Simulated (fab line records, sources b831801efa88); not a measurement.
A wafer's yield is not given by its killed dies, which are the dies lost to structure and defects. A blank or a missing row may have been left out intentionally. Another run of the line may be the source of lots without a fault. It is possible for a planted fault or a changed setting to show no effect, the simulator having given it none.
2 desks looking at one fault -- flow gf180mcu -- what lay behind the numbers comes last; until then each desk has only its own

FROM THE METROLOGY DESK
Means of the sampled wafers that have a number, per lot and without regard to the tool the lot ran on: this is what the gauges read. A lot is out of limits, marked OUT, if its mean lies more than 4 standard deviations from the usual mean; the brackets give that distance.
Columns: A = HV_LDD_3_TW at GF_HV_LDD_TW_MEAS_38, usual 1427; B = HV_LDD_RS at GF_HV_LDD_RS_MEAS_53, usual 417.8 ohm/sq
lot,first seen here,A,B
L335,day 12 15:27,1433,416.2
L336,day 12 16:40,1432,417.3
L337,day 12 18:40,1410,418.0
L341,day 14 13:47,1443,417.6
L342,day 14 14:01,1412,418.7
L344,day 15 01:56,1433,417.0
L345,day 15 16:46,1443,418.8
L350,day 17 07:40,1527 (+7.1) OUT,404.1 (-14) OUT
L353,day 18 10:40,1523 (+6.9) OUT,404.0 (-14) OUT
L355,day 18 16:02,1409,417.6
L356,day 19 10:55,1440,418.1
This desk's result: L350, L353 out of limits, first on L350 (HV_LDD_3_TW at GF_HV_LDD_TW_MEAS_38), day 17 07:40. L335, L336, L337, L341, L342, L344, L345, L355, L356: within limits.

THE TOOL OWNER'S DESK: implanter-01
The tool's own readings at GF_HV_LDD_IMPLANT_36, given as means over the sampled wafers that have a number, one for each lot that went through this tool. A lot is out of limits, marked OUT, if its mean lies more than 4 standard deviations from the usual mean; the brackets give that distance.
Columns: A = beam energy keV at GF_HV_LDD_IMPLANT_36, usual 59.998; B = dose ions cm2 at GF_HV_LDD_IMPLANT_36, usual 7.501e+12; C = faraday current uA at GF_HV_LDD_IMPLANT_36, usual 42.2; D = tilt deg at GF_HV_LDD_IMPLANT_36, usual 30.000 degrees
lot,first seen here,A,B,C,D
L335,day 12 15:12,59.998,7.504e+12,42.7,29.971
L342,day 14 13:46,59.997,7.496e+12,42.2,29.996
L350,day 17 07:25,60.024,1.325e+13 (+99 or more) OUT,73.5 (+36) OUT,29.994
L353,day 18 10:25,60.000,1.324e+13 (+99 or more) OUT,75.0 (+38) OUT,29.981
Finding of this desk: L350, L353 out of limits; the first was L350 at day 17 07:25, on dose ions cm2 at GF_HV_LDD_IMPLANT_36. L335, L342: within limits.

PUT TOGETHER
At day 17 07:25, on L350, L353, the tool owner's desk was in a position to raise an alarm.
An alarm was possible from the metrology desk at day 17 07:40, on L350, L353.
Of the lots named, all ran GF_HV_LDD_IMPLANT_36 on implanter-01.

WHAT WAS PUT IN BY THE SIMULATOR
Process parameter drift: implanter-01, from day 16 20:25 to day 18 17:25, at GF_HV_LDD_IMPLANT_36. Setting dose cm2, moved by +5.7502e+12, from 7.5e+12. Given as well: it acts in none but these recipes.
Lots struck among those shown: L350, L353.
Fault start to first reading out of limits, in hours, per desk: tool owner, 11; metrology, 11.
